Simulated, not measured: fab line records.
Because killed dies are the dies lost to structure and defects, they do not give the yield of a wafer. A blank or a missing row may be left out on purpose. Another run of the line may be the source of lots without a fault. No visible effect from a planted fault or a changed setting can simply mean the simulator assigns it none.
fab line records	flow sky130
[record] lots = 14	wafers = 40	lastDay = 50
route steps=708 shown LDD_HVN@277 LDD_HVP@288 LDD_LDN@296 POLY_CUT@311 PAD_OPEN@708
lots that met no fault: from a run of the same line without faults
startH: the number of hours between the record's first day and the start of the first shown wafer of the lot	waitH: time in hours since the lot's previous step	" repeats the value in the row above	L1.1+2: a single row standing in for several wafers	- no value, or no start was given	* or withheld: withheld	< > ~ a bound
route shown NAME@n: a module of which the file shows steps, and the number in the route of the first	usual: mean/standard deviation of fault-free wafers	same: alike in all rows	chamber/n: place in a boat	sites: each site's reading	_std_site: the values' standard deviation	_edge_site: outer sites' mean less inner sites'	radiusMm: how far each site lies from the wafer's centre	mask NAME#n: copy n	behind: the tool/chamber that last shaped the wafer	hold: why the lot went on hold/how many hours it stayed there/how the hold came to an end	device: whichever transistor did not switch (one of n, p or np)	end of line: tests run on the same wafers once the route is complete	a step with no rows: only its recipe	killed: the dies lost at the first sort to structure and to defects; this is not the yield of the wafer	map: shows each die of a wafer: x if killed, . if not, _ if none is there
set.NAME: the setting as run; set.NAME@STEP: as run at that earlier step	model.NAME: the simulator's own value behind a step, which no gauge read
the route's steps for a sample of lots (tables are steps, rows are wafers)
services: a tool's chamber out of use, with start hour (startH, from the record's first day; less than 0 if before it), hours out, and reason
[[steps]]
[step SKY_LDD_HVN_TW_MEAS_10]
[usual] LDD_HVN_TW = 1444/7.1
lot.wafer	tool	chamber	startH	waitH	LDD_HVN_TW
L598.1	filmMetro-04	-	457.78	0.1	1442
L598.3	"	-	"	"	1453
L598.6	"	-	"	"	1445
L599.1	filmMetro-03	-	459.96	0.1	1464
L599.3	"	-	"	"	1456
L599.5	"	-	"	"	1457
L600.2	filmMetro-02	-	479.77	0.1	1434
L600.4	"	-	"	"	1436
L600.5	"	-	"	"	1439
L601.1	filmMetro-04	-	480.29	0.1	1444
L601.4	"	-	"	"	1446
L601.5	"	-	"	"	1446
L604.2	filmMetro-02	-	512.79	0.1	1453
L604.3	"	-	"	"	1444
L604.4	"	-	"	"	1443
L605.2	filmMetro-04	-	521.82	0.1	1451
L605.5	"	-	"	"	1443
L605.6	"	-	"	"	1452
L607.4	filmMetro-02	-	569.51	0.1	1435
L607.5	"	-	"	"	1432
L607.6	"	-	"	"	1442
L609.2	filmMetro-02	-	575.45	0.1	1444
L609.4	"	-	"	"	1433
L609.6	"	-	"	"	1438
L611.1	filmMetro-03	-	597.36	0.1	1453
L611.3	"	-	"	"	1450
L611.5	"	-	"	"	1452
L614.5	filmMetro-04	-	606.42	0.0	1447
L614.6	"	-	"	"	1442
L615.3	filmMetro-02	-	617.68	0.1	1432
L615.5	"	-	"	"	1429
L617.1	filmMetro-02	-	640.56	0.1	1439
L617.3	"	-	"	"	1437
L617.6	"	-	"	"	1439
L620.1	filmMetro-04	-	653.04	0.1	1450
L620.3	"	-	"	"	1442
L620.5	"	-	"	"	1449
L621.1	filmMetro-04	-	654.84	0.1	1453
L621.3	"	-	"	"	1444
L621.5	"	-	"	"	1445
[step SKY_LDD_HVP_TW_MEAS_10]
[usual] LDD_HVP_TW = 461.4/2.3
lot.wafer	tool	chamber	startH	waitH	LDD_HVP_TW
L598.1	filmMetro-03	-	489.04	0.1	462.6
L598.3	"	-	"	"	461.9
L598.6	"	-	"	"	461.7
L599.1	filmMetro-03	-	491.18	0.1	459.9
L599.3	"	-	"	"	458.9
L599.5	"	-	"	"	461.5
L600.2	filmMetro-01	-	510.32	0.1	463.2
L600.4	"	-	"	"	460.3
L600.5	"	-	"	"	457.3
L601.1	filmMetro-04	-	510.74	0.1	459.7
L601.4	"	-	"	"	461.5
L601.5	"	-	"	"	461.9
L604.2	filmMetro-04	-	543.00	0.1	458.6
L604.3	"	-	"	"	458.3
L604.4	"	-	"	"	459.5
L605.2	filmMetro-03	-	551.52	0.1	461.6
L605.5	"	-	"	"	462.6
L605.6	"	-	"	"	461.8
L607.4	filmMetro-03	-	599.47	0.1	461.4
L607.5	"	-	"	"	461.0
L607.6	"	-	"	"	459.9
L609.2	filmMetro-03	-	605.22	0.1	465.2
L609.4	"	-	"	"	461.5
L609.6	"	-	"	"	461.0
L611.1	filmMetro-03	-	626.31	0.1	466.0
L611.3	"	-	"	"	465.2
L611.5	"	-	"	"	464.4
L614.5	filmMetro-03	-	634.90	0.0	464.2
L614.6	"	-	"	"	462.9
L615.3	filmMetro-03	-	645.81	0.1	461.8
L615.5	"	-	"	"	464.3
L617.1	filmMetro-03	-	669.19	0.1	464.3
L617.3	"	-	"	"	462.1
L617.6	"	-	"	"	462.6
L620.1	filmMetro-01	-	681.51	0.1	460.2
L620.3	"	-	"	"	460.1
L620.5	"	-	"	"	460.5
L621.1	filmMetro-03	-	682.74	0.1	460.7
L621.3	"	-	"	"	460.6
L621.5	"	-	"	"	461.8
[step SKY_LDD_LDN_OVL_MEAS_07]
[usual] LDD_LDN_OVL = -0.1/1.1
lot.wafer	tool	chamber	startH	waitH	LDD_LDN_OVL[nm]
L598.1	overlay-02	-	519.50	0.1	1.5
L598.3	"	-	"	"	-0.3
L598.6	"	-	"	"	-0.4
L599.1	overlay-02	-	521.26	0.1	-1.8
L599.3	"	-	"	"	-2.7
L599.5	"	-	"	"	0.6
L600.2	overlay-01	-	539.95	0.1	1.0
L600.4	"	-	"	"	0.5
L600.5	"	-	"	"	1.0
L601.1	overlay-02	-	540.76	0.1	0.8
L601.4	"	-	"	"	-1.5
L601.5	"	-	"	"	-0.3
L604.2	overlay-01	-	572.26	0.1	1.5
L604.3	"	-	"	"	0.6
L604.4	"	-	"	"	0.0
L605.2	overlay-02	-	581.11	0.1	-2.1
L605.5	"	-	"	"	-1.2
L605.6	"	-	"	"	-0.3
L607.4	overlay-02	-	628.07	0.1	0.0
L607.5	"	-	"	"	0.2
L607.6	"	-	"	"	-1.3
L609.2	overlay-01	-	633.85	0.1	0.2
L609.4	"	-	"	"	-0.5
L609.6	"	-	"	"	0.5
L611.1	overlay-01	-	654.26	0.1	1.6
L611.3	"	-	"	"	1.7
L611.5	"	-	"	"	0.9
L614.5	overlay-02	-	663.22	0.0	0.2
L614.6	"	-	"	"	-1.2
L615.3	overlay-02	-	673.21	0.1	-0.6
L615.5	"	-	"	"	2.0
L617.1	overlay-02	-	697.45	0.1	-0.6
L617.3	"	-	"	"	-0.1
L617.6	"	-	"	"	0.4
L620.1	overlay-02	-	709.15	0.1	-0.4
L620.3	"	-	"	"	0.7
L620.5	"	-	"	"	-0.4
L621.1	overlay-02	-	710.36	0.1	-1.1
L621.3	"	-	"	"	-1.0
L621.5	"	-	"	"	0.8
[step SKY_POLY_CUT_SOFTBAKE_04]
[recipe] tempC = 100	timeS = 90	resist = KrF-thick
[usual] chillPlateTempC = 23.01/0.11	runLengthS = 119.22/0.13
lot.wafer	tool	chamber	startH	waitH	chillPlateTempC	runLengthS
L598.1	lithoTrack-02	0	536	-	22.91	119.24
L598.3	"	0	"	"	22.81	119.27
L598.6	"	0	"	"	23.06	119.51
L599.1	lithoTrack-04	0	538	-	23.03	119.22
L599.3	"	0	"	"	23.00	119.05
L599.5	"	0	"	"	22.88	119.02
L600.2	lithoTrack-03	0	556	-	23.18	119.17
L600.4	"	0	"	"	23.13	119.09
L600.5	"	0	"	"	23.10	119.46
L601.1	lithoTrack-03	0	559	-	23.02	119.28
L601.4	"	0	"	"	22.92	119.03
L601.5	"	0	"	"	22.85	119.27
L604.2	lithoTrack-02	0	589	-	22.98	119.23
L604.3	"	0	"	"	23.06	119.47
L604.4	"	0	"	"	22.98	119.21
L605.2	lithoTrack-02	0	603	-	22.82	119.20
L605.5	"	0	"	"	22.85	119.38
L605.6	"	0	"	"	22.86	119.23
L607.4	lithoTrack-03	0	646	-	23.06	119.06
L607.5	"	0	"	"	23.09	119.04
L607.6	"	0	"	"	22.98	119.12
L609.2	lithoTrack-02	0	655	-	22.83	119.41
L609.4	"	0	"	"	23.13	119.20
L609.6	"	0	"	"	22.88	119.27
L611.1	lithoTrack-03	0	671	-	22.96	119.03
L611.3	"	0	"	"	23.02	119.03
L611.5	"	0	"	"	22.97	119.22
L614.5	lithoTrack-03	0	681	-	23.06	122.78
L614.6	"	0	"	"	22.98	122.74
L615.3	lithoTrack-03	0	692	-	22.98	119.21
L615.5	"	0	"	"	23.04	122.91
L617.1	lithoTrack-04	0	716	-	23.09	119.10
L617.3	"	0	"	"	23.11	119.15
L617.6	"	0	"	"	23.12	119.04
L620.1	lithoTrack-04	0	727	-	22.97	118.99
L620.3	"	0	"	"	23.06	119.38
L620.5	"	0	"	"	22.96	119.05
L621.1	lithoTrack-02	0	728	-	23.06	119.32
L621.3	"	0	"	"	23.15	119.25
L621.5	"	0	"	"	22.96	119.38
[step SKY_PAD_OPEN_PROBE_99]
[usual] killed_at_M0_to_M3 = 43/7.8	killed_at_M4_up = 3.2/1.7	killedAtContacts = 24/5.2	killedAtFrontEnd = 15/4.5	killedAtOther = 0.4/0.65	killedDies = 87/9.1	killedOpen = 47/7.3	killedShort = 40/6.5
[same] grossDies = 492	killedAtBackSide = 0
lot.wafer	tool	chamber	startH	waitH	killed_at_M0_to_M3	killed_at_M4_up	killedAtContacts	killedAtFrontEnd	killedAtOther	killedDies	killedOpen	killedShort
L598.1	prober-01	-	1068.47	0.1	49	5	21	9	0	84	48	35
L598.3	prober-01	-	1068.57	0.2	35	2	42	11	0	90	54	36
L598.6	prober-01	-	1068.72	0.2	33	4	22	16	1	76	43	33
L599.1	prober-02	-	1070.23	0.1	41	6	26	16	1	90	48	42
L599.3	prober-02	-	1070.33	0.2	45	4	22	24	0	95	56	39
L599.5	prober-02	-	1070.43	0.2	56	2	22	17	0	97	55	42
L600.2	prober-01	-	1082.43	0.1	50	3	32	14	0	99	57	42
L600.4	prober-01	-	1082.53	0.2	35	3	24	13	1	76	38	38
L600.5	prober-01	-	1082.58	0.2	32	5	23	17	0	77	37	40
L601.1	prober-02	-	1084.61	0.1	47	4	32	16	0	99	50	47
L601.4	prober-02	-	1084.76	0.2	36	2	27	11	1	77	43	33
L601.5	prober-02	-	1084.81	0.2	50	3	22	14	1	90	51	39
L604.2	prober-01	-	1105.22	0.1	35	3	25	20	1	84	43	41
L604.3	prober-01	-	1105.27	0.2	41	2	35	16	2	96	43	53
L604.4	prober-01	-	1105.32	0.2	34	8	29	6	0	77	37	40
L605.2	prober-02	-	1114.62	0.1	54	1	29	17	0	101	56	45
L605.5	prober-02	-	1114.77	0.2	37	2	22	17	0	78	41	37
L605.6	prober-02	-	1114.82	0.2	31	3	27	12	0	73	34	39
L607.4	prober-02	-	1142.32	0.2	52	2	26	13	0	93	55	38
L607.5	prober-02	-	1142.37	0.2	52	3	29	18	1	103	56	46
L607.6	prober-02	-	1142.42	0.2	56	2	24	17	0	99	42	57
L609.2	prober-02	-	1151.63	0.1	38	5	27	13	0	83	42	41
L609.4	prober-02	-	1151.73	0.2	38	3	16	17	0	74	30	44
L609.6	prober-02	-	1151.83	0.2	37	4	18	8	1	68	36	32
L611.1	prober-02	-	1161.92	0.1	52	4	20	11	0	87	50	37
L611.3	prober-02	-	1162.02	0.2	44	8	17	13	0	82	39	43
L611.5	prober-02	-	1162.12	0.2	47	4	30	11	0	92	42	50
L614.5	prober-01	-	1169.38	0.2	52	1	30	17	0	100	57	43
L614.6	prober-01	-	1169.43	0.2	47	4	18	12	0	81	46	35
L615.3	prober-01	-	1174.48	0.2	44	3	35	17	0	99	51	47
L615.5	prober-01	-	1174.58	0.2	33	7	27	12	0	79	40	39
L617.1	prober-02	-	1187.29	0.1	35	2	18	16	0	71	41	30
L617.3	prober-02	-	1187.39	0.2	50	5	21	7	0	83	48	35
L617.6	prober-02	-	1187.54	0.2	41	4	25	13	0	83	45	38
L620.1	prober-01	-	1194.16	0.1	59	2	23	16	0	100	59	41
L620.3	prober-01	-	1194.26	0.2	48	2	24	8	0	82	49	33
L620.5	prober-01	-	1194.36	0.2	49	3	14	16	0	82	45	37
L621.1	prober-02	-	1197.17	0.1	35	3	24	17	0	79	34	45
L621.3	prober-02	-	1197.27	0.2	26	2	29	19	0	76	49	27
L621.5	prober-02	-	1197.37	0.2	40	4	28	12	0	84	44	40
// killed by level:class
L598.1 VIA1:geometricParticle:open=11 CONTACT:geometricParticle:open=9 VIA2:geometricParticle:open=8 LI_CONTACT:geometricParticle:open=6 VIA2:geometricParticle:short=5 METAL3:geometricParticle:short=5 LOCAL_INTERCONNECT:geometricParticle:short=4 METAL2:geometricParticle:short=4
L598.3 CONTACT:geometricParticle:open=16 LI_CONTACT:geometricParticle:open=13 VIA1:geometricParticle:short=7 CONTACT:geometricParticle:short=6 VIA1:geometricParticle:open=5 METAL2:geometricParticle:short=5 VIA2:geometricParticle:open=5 LOCAL_INTERCONNECT:geometricParticle:short=4
L598.6 VIA1:geometricParticle:open=9 CONTACT:geometricParticle:open=8 FIELD_ISO:geometricParticle:open=7 VIA3:geometricParticle:open=7 LOCAL_INTERCONNECT:geometricParticle:short=7 FIELD_ISO:geometricParticle:short=4 LI_CONTACT:geometricParticle:open=4 CONTACT:geometricParticle:short=3
L599.1 VIA3:geometricParticle:open=9 CONTACT:geometricParticle:open=8 POLY_GATE:geometricParticle:open=7 LI_CONTACT:geometricParticle:open=7 CONTACT:geometricParticle:short=6 VIA1:geometricParticle:open=6 VIA2:geometricParticle:open=6 METAL4:geometricParticle:short=6
L599.3 VIA1:geometricParticle:open=11 CONTACT:geometricParticle:open=10 FIELD_ISO:geometricParticle:open=8 VIA3:geometricParticle:open=8 VIA2:geometricParticle:open=7 FIELD_ISO:geometricParticle:short=6 LI_CONTACT:geometricParticle:open=5 VIA2:geometricParticle:short=5
L599.5 VIA3:geometricParticle:open=10 CONTACT:geometricParticle:open=10 VIA1:geometricParticle:open=10 METAL1:geometricParticle:short=8 METAL2:geometricParticle:short=7 VIA1:geometricParticle:short=6 FIELD_ISO:geometricParticle:short=5 VIA2:geometricParticle:open=5
L600.2 CONTACT:geometricParticle:open=16 METAL2:geometricParticle:short=12 VIA1:geometricParticle:open=10 VIA3:geometricParticle:open=10 FIELD_ISO:geometricParticle:open=6 LI_CONTACT:geometricParticle:open=5 VIA1:geometricParticle:short=4 LI_CONTACT:geometricParticle:short=4
L600.4 CONTACT:geometricParticle:open=9 VIA3:geometricParticle:open=7 METAL1:geometricParticle:short=6 LI_CONTACT:geometricParticle:open=6 CONTACT:geometricParticle:short=6 FIELD_ISO:geometricParticle:open=5 FIELD_ISO:geometricParticle:short=5 METAL2:geometricParticle:short=5
L600.5 CONTACT:geometricParticle:short=8 VIA2:geometricParticle:open=8 FIELD_ISO:geometricParticle:short=6 CONTACT:geometricParticle:open=6 VIA1:geometricParticle:open=6 FIELD_ISO:geometricParticle:open=5 METAL1:geometricParticle:short=5 VIA1:geometricParticle:short=5
L601.1 CONTACT:geometricParticle:open=10 VIA3:geometricParticle:open=10 LI_CONTACT:geometricParticle:open=9 VIA1:geometricParticle:short=7 VIA1:geometricParticle:open=6 METAL1:geometricParticle:short=6 VIA3:geometricParticle:short=6 POLY_GATE:geometricParticle:short=5
L601.4 LI_CONTACT:geometricParticle:open=8 VIA1:geometricParticle:open=8 VIA3:geometricParticle:open=8 LOCAL_INTERCONNECT:geometricParticle:short=6 CONTACT:geometricParticle:open=6 METAL1:geometricParticle:short=6 VIA2:geometricParticle:open=4 FIELD_ISO:geometricParticle:short=3
L601.5 VIA1:geometricParticle:open=10 CONTACT:geometricParticle:short=7 VIA3:geometricParticle:open=7 METAL1:geometricParticle:short=6 CONTACT:geometricParticle:open=6 VIA2:geometricParticle:open=6 FIELD_ISO:geometricParticle:open=5 POLY_GATE:geometricParticle:open=5
L604.2 CONTACT:geometricParticle:open=9 LI_CONTACT:geometricParticle:open=7 VIA1:geometricParticle:open=6 FIELD_ISO:geometricParticle:short=5 VIA1:geometricParticle:short=5 VIA2:geometricParticle:short=5 SPACER:geometricParticle:short=4 CONTACT:geometricParticle:short=4
L604.3 CONTACT:geometricParticle:open=10 LOCAL_INTERCONNECT:geometricParticle:short=10 CONTACT:geometricParticle:short=6 LI_CONTACT:geometricParticle:open=6 VIA3:geometricParticle:open=6 POLY_GATE:geometricParticle:short=5 VIA1:geometricParticle:open=5 METAL2:geometricParticle:short=5
L604.4 CONTACT:geometricParticle:open=9 LOCAL_INTERCONNECT:geometricParticle:short=8 LI_CONTACT:geometricParticle:open=7 VIA3:geometricParticle:short=6 VIA1:geometricParticle:short=6 VIA1:geometricParticle:open=5 VIA3:geometricParticle:open=5 CONTACT:geometricParticle:short=4
L605.2 VIA1:geometricParticle:open=18 CONTACT:geometricParticle:open=10 LOCAL_INTERCONNECT:geometricParticle:short=7 POLY_GATE:geometricParticle:open=6 LI_CONTACT:geometricParticle:open=6 VIA1:geometricParticle:short=6 CONTACT:geometricParticle:short=5 METAL1:geometricParticle:short=5
L605.5 CONTACT:geometricParticle:open=10 VIA1:geometricParticle:open=10 VIA3:geometricParticle:open=7 CONTACT:geometricParticle:short=5 METAL1:geometricParticle:short=5 FIELD_ISO:geometricParticle:open=4 METAL3:geometricParticle:short=4 LI_CONTACT:geometricParticle:open=4
L605.6 LI_CONTACT:geometricParticle:open=9 VIA1:geometricParticle:short=8 CONTACT:geometricParticle:open=7 VIA1:geometricParticle:open=6 CONTACT:geometricParticle:short=5 FIELD_ISO:geometricParticle:short=4 VIA2:geometricParticle:open=4 VIA3:geometricParticle:open=3
L607.4 VIA1:geometricParticle:open=11 VIA3:geometricParticle:open=11 VIA2:geometricParticle:open=7 CONTACT:geometricParticle:short=6 LOCAL_INTERCONNECT:geometricParticle:short=6 CONTACT:geometricParticle:open=6 METAL2:geometricParticle:short=5 LI_CONTACT:geometricParticle:open=5
L607.5 VIA1:geometricParticle:open=11 LI_CONTACT:geometricParticle:open=9 VIA2:geometricParticle:open=9 CONTACT:geometricParticle:open=8 VIA1:geometricParticle:short=7 VIA3:geometricParticle:open=7 CONTACT:geometricParticle:short=6 POLY_GATE:geometricParticle:open=5
L607.6 VIA1:geometricParticle:open=15 METAL2:geometricParticle:short=10 LI_CONTACT:geometricParticle:short=7 METAL1:geometricParticle:short=7 VIA3:geometricParticle:open=6 LOCAL_INTERCONNECT:geometricParticle:short=5 CONTACT:geometricParticle:short=5 VIA2:geometricParticle:open=5
L609.2 CONTACT:geometricParticle:open=9 METAL1:geometricParticle:short=6 FIELD_ISO:geometricParticle:short=5 LI_CONTACT:geometricParticle:open=5 VIA2:geometricParticle:open=5 VIA3:geometricParticle:open=5 CONTACT:geometricParticle:short=4 LOCAL_INTERCONNECT:geometricParticle:open=4
L609.4 VIA2:geometricParticle:open=6 METAL1:geometricParticle:short=6 LOCAL_INTERCONNECT:geometricParticle:short=5 CONTACT:geometricParticle:short=5 VIA1:geometricParticle:open=5 VIA1:geometricParticle:short=5 POLY_GATE:geometricParticle:short=4 CONTACT:geometricParticle:open=4
L609.6 METAL2:geometricParticle:short=8 VIA3:geometricParticle:open=7 LI_CONTACT:geometricParticle:open=6 LOCAL_INTERCONNECT:geometricParticle:short=6 VIA2:geometricParticle:open=5 VIA1:geometricParticle:open=5 POLY_GATE:geometricParticle:short=4 POLY_GATE:geometricParticle:open=3
L611.1 LI_CONTACT:geometricParticle:open=11 VIA1:geometricParticle:open=9 VIA1:geometricParticle:short=8 VIA2:geometricParticle:open=7 METAL2:geometricParticle:open=6 METAL1:geometricParticle:short=5 METAL3:geometricParticle:short=5 CONTACT:geometricParticle:open=4
L611.3 VIA3:geometricParticle:open=10 VIA1:geometricParticle:short=7 VIA2:geometricParticle:open=6 LOCAL_INTERCONNECT:geometricParticle:short=6 VIA1:geometricParticle:open=6 METAL4:geometricParticle:short=6 FIELD_ISO:geometricParticle:short=5 CONTACT:geometricParticle:open=5
L611.5 CONTACT:geometricParticle:short=10 VIA1:geometricParticle:short=8 LI_CONTACT:geometricParticle:open=7 VIA2:geometricParticle:open=7 VIA3:geometricParticle:open=7 LOCAL_INTERCONNECT:geometricParticle:short=6 VIA1:geometricParticle:open=6 METAL1:geometricParticle:short=5
L614.5 CONTACT:geometricParticle:open=15 VIA1:geometricParticle:open=9 METAL1:geometricParticle:short=8 VIA1:geometricParticle:short=6 LI_CONTACT:geometricParticle:open=6 VIA3:geometricParticle:open=6 POLY_GATE:geometricParticle:short=5 CONTACT:geometricParticle:short=5
L614.6 VIA1:geometricParticle:open=13 CONTACT:geometricParticle:open=8 VIA3:geometricParticle:short=7 VIA1:geometricParticle:short=6 POLY_GATE:geometricParticle:short=5 VIA3:geometricParticle:open=5 VIA2:geometricParticle:open=4 FIELD_ISO:geometricParticle:open=3
L615.3 LI_CONTACT:geometricParticle:open=14 VIA1:geometricParticle:open=11 CONTACT:geometricParticle:short=7 CONTACT:geometricParticle:open=7 METAL2:geometricParticle:short=6 POLY_GATE:geometricParticle:short=5 METAL1:geometricParticle:short=5 VIA2:geometricParticle:short=4
L615.5 LI_CONTACT:geometricParticle:open=8 VIA1:geometricParticle:open=8 CONTACT:geometricParticle:open=7 METAL4:geometricParticle:short=6 CONTACT:geometricParticle:short=6 METAL1:geometricParticle:short=5 METAL2:geometricParticle:short=5 VIA2:geometricParticle:open=5
L617.1 METAL2:geometricParticle:short=8 CONTACT:geometricParticle:open=7 VIA1:geometricParticle:open=7 LI_CONTACT:geometricParticle:open=6 POLY_GATE:geometricParticle:open=5 METAL1:geometricParticle:short=5 FIELD_ISO:geometricParticle:short=4 FIELD_ISO:geometricParticle:open=4
L617.3 VIA1:geometricParticle:open=11 VIA2:geometricParticle:open=9 VIA3:geometricParticle:open=7 CONTACT:geometricParticle:open=7 LI_CONTACT:geometricParticle:open=5 METAL1:geometricParticle:short=5 METAL2:geometricParticle:short=5 METAL3:geometricParticle:short=4
L617.6 METAL1:geometricParticle:short=11 VIA1:geometricParticle:open=11 CONTACT:geometricParticle:open=8 VIA2:geometricParticle:open=5 LI_CONTACT:geometricParticle:open=5 LOCAL_INTERCONNECT:geometricParticle:short=4 LOCAL_INTERCONNECT:geometricParticle:open=4 VIA3:geometricParticle:open=4
L620.1 VIA1:geometricParticle:open=13 METAL1:geometricParticle:short=11 VIA2:geometricParticle:open=9 LI_CONTACT:geometricParticle:open=8 CONTACT:geometricParticle:open=6 CONTACT:geometricParticle:short=5 VIA1:geometricParticle:short=5 METAL3:geometricParticle:short=5
L620.3 VIA1:geometricParticle:open=12 LI_CONTACT:geometricParticle:open=10 VIA2:geometricParticle:open=8 CONTACT:geometricParticle:open=6 VIA3:geometricParticle:open=6 METAL1:geometricParticle:short=5 POLY_GATE:geometricParticle:short=4 CONTACT:geometricParticle:short=4
L620.5 VIA2:geometricParticle:open=13 METAL1:geometricParticle:short=8 VIA3:geometricParticle:open=6 FIELD_ISO:geometricParticle:open=5 VIA1:geometricParticle:short=5 FIELD_ISO:geometricParticle:short=4 CONTACT:geometricParticle:open=4 VIA1:geometricParticle:open=4
L621.1 CONTACT:geometricParticle:open=10 VIA1:geometricParticle:open=9 POLY_GATE:geometricParticle:short=7 METAL1:geometricParticle:short=7 METAL2:geometricParticle:short=7 LI_CONTACT:geometricParticle:open=6 FIELD_ISO:geometricParticle:short=5 LI_CONTACT:geometricParticle:short=3
L621.3 LI_CONTACT:geometricParticle:open=12 CONTACT:geometricParticle:open=9 SPACER:geometricParticle:open=5 VIA3:geometricParticle:open=5 FIELD_ISO:geometricParticle:open=4 POLY_GATE:geometricParticle:short=4 VIA1:geometricParticle:open=4 METAL2:geometricParticle:short=4
L621.5 CONTACT:geometricParticle:open=11 VIA2:geometricParticle:open=8 LI_CONTACT:geometricParticle:short=6 METAL1:geometricParticle:open=5 VIA3:geometricParticle:open=5 POLY_GATE:geometricParticle:open=4 LOCAL_INTERCONNECT:geometricParticle:short=4 CONTACT:geometricParticle:short=4
[[services]]
tool	chamber	startH	hours	kind
lithoTrack-03	-	646.23	-	consumableReplace:filter
[[key]]
[firstSign] step = SKY_POLY_CUT_SOFTBAKE_04	reading = runLengthS	direction = up	sigmas = 27	usual = *	struck = *
effect none on later readings
metAt SKY_POLY_CUT_SOFTBAKE_04
struckLots L614,L615
struckWafers L614.5,L614.6,L615.5
testerLeftOut L614,L615
notActingAt SKY_LDD_HVN_TW_MEAS_10,SKY_LDD_HVP_TW_MEAS_10,SKY_LDD_LDN_OVL_MEAS_07
onsetBetween 671 681
[fault] kind = processParameterDrift	tool = lithoTrack-03	chamber = -	onsetH = 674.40	steps = SKY_POLY_CUT_SOFTBAKE_04	channel = timeS	offset = *	shape = step	endH = 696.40	scope = struckWafersOnly	actsIn = *	stated = *
// testerLeftOut: of these lots the tester's yield and bins aren't shown, on N5 and GAA mostly nor the transistor test; their killed dies are dies lost to structure and defects alone, not to doping, threshold or leakage, so they don't give the yield
